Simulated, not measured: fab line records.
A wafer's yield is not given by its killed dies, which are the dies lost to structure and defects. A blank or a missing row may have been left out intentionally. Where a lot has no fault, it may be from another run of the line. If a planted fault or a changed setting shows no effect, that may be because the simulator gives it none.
Which of the tools did it? || flow gf180mcu || at 1 step of a route of 602, 6 lots with 18 wafers sampled

## WHAT THE GAUGES SHOWED, per wafer
GF_V5_THK_MEAS_03.
{"lot": "L385", "measured": "day 26 15:35", "on": "film-metro-01", "V5_CVD_02_THK (nm)": "1412 1443 1437"}
{"lot": "L387", "measured": "day 27 12:18", "on": "film-metro-02", "V5_CVD_02_THK (nm)": "1423 1453 1450"}
{"lot": "L390", "measured": "day 28 06:11", "on": "film-metro-01", "V5_CVD_02_THK (nm)": "1435 1451 1477"}
{"lot": "L396", "measured": "day 30 20:45", "on": "film-metro-04", "V5_CVD_02_THK (nm)": "1425 1437 1450"}
{"lot": "L399", "measured": "day 31 08:03", "on": "film-metro-02", "V5_CVD_02_THK (nm)": "1465 1481 1462"}
{"lot": "L404", "measured": "day 32 08:07", "on": "film-metro-04", "V5_CVD_02_THK (nm)": "1445 1454 1478"}

## EACH LOT AND THE TOOL THAT RAN IT (in order: tool; ch and the chambers of the sampled wafers; start)
Before these readings, the record contains no process step.

## THE ANSWER, worked out from the rows above alone
Rule: the lots themselves supply what counts as usual. The widest of any qualifying gaps counts: lots, ordered by their means at a reading, are off when they make up no more than a third of the lots, leave a main group of 4 or more, and stand apart from it by 3 or more times the standard deviation of that group's means. Not used: any main group whose means are identical at the precision the tables above print for the reading. A lot without any number at a reading at which 4 lots or more have one is off too. The other lots that the step has rows for count as sound.
No lot is off on any of the readings shown, so nothing can be concluded from this.

## WHAT WAS PUT IN BY THE SIMULATOR
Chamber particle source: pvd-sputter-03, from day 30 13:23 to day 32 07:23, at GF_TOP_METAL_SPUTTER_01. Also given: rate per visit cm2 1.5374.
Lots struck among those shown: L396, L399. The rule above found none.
